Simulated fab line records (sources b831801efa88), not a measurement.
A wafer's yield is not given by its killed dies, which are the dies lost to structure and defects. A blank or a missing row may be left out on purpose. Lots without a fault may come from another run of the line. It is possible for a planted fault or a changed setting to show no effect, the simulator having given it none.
One fault seen from 2 desks | flow sfq_line | each desk has only its own numbers; what lay behind them comes last

== DESK OF THE TOOL OWNER: pecvd-01 ==
The tool's own readings at SFQ_TRILAYER_L0_CAP_PECVD_011 (deposits SiO2 from SiH4/N2O, time 13.333 s, target thk 60 nm): means of the sampled wafers that have a number, for each lot that ran on this tool. The brackets show how far a lot's mean lies from the usual mean; more than 4 standard deviations puts the lot out of limits, marked OUT.
Columns: A = heater_power_w at SFQ_TRILAYER_L0_CAP_PECVD_011, usual 88 W; B = throttle_valve_pct at SFQ_TRILAYER_L0_CAP_PECVD_011, usual 25.7 %
lot  | first seen here | A  | B
L469 | day 3 14:02     | 86 | 24.0
L473 | day 4 11:55     | 78 | 24.6
L475 | day 4 16:59     | 88 | 24.1
L478 | day 5 12:11     | 95 | 24.0
L479 | day 5 15:47     | 89 | 24.7
L481 | day 6 02:36     | 84 | 24.5
L492 | day 8 16:41     | 75 | 25.2
This desk found nothing out of limits on any of the 7 lots.

== METROLOGY DESK ==
What the gauges read, lot by lot, whatever tool the lot ran on: means of the sampled wafers that have a number. The brackets show how far a lot's mean lies from the usual mean; more than 4 standard deviations puts the lot out of limits, marked OUT.
Columns: A = I7_BOW at SFQ_I7_BOW_MEAS_946, usual 8 um
lot  | first seen here | A
L469 | day 70 03:17    | -3
L470 | day 70 14:20    | 10
L472 | day 71 14:21    | -0
L473 | day 71 17:23    | -4
L475 | day 71 20:22    | -5
L476 | day 72 02:20    | 3
L478 | day 76 20:02    | 9
L479 | day 77 09:13    | 19
L480 | day 77 12:52    | 21
L481 | day 77 16:31    | 4
L482 | day 78 03:17    | 17
L483 | day 78 07:17    | 30
L492 | day 81 17:46    | 28
This desk found nothing out of limits on any of the 13 lots.

== TAKEN TOGETHER ==
The tool owner's desk saw nothing out of limits.
The metrology desk saw nothing out of limits.

== WHAT THE SIMULATOR PUT IN ==
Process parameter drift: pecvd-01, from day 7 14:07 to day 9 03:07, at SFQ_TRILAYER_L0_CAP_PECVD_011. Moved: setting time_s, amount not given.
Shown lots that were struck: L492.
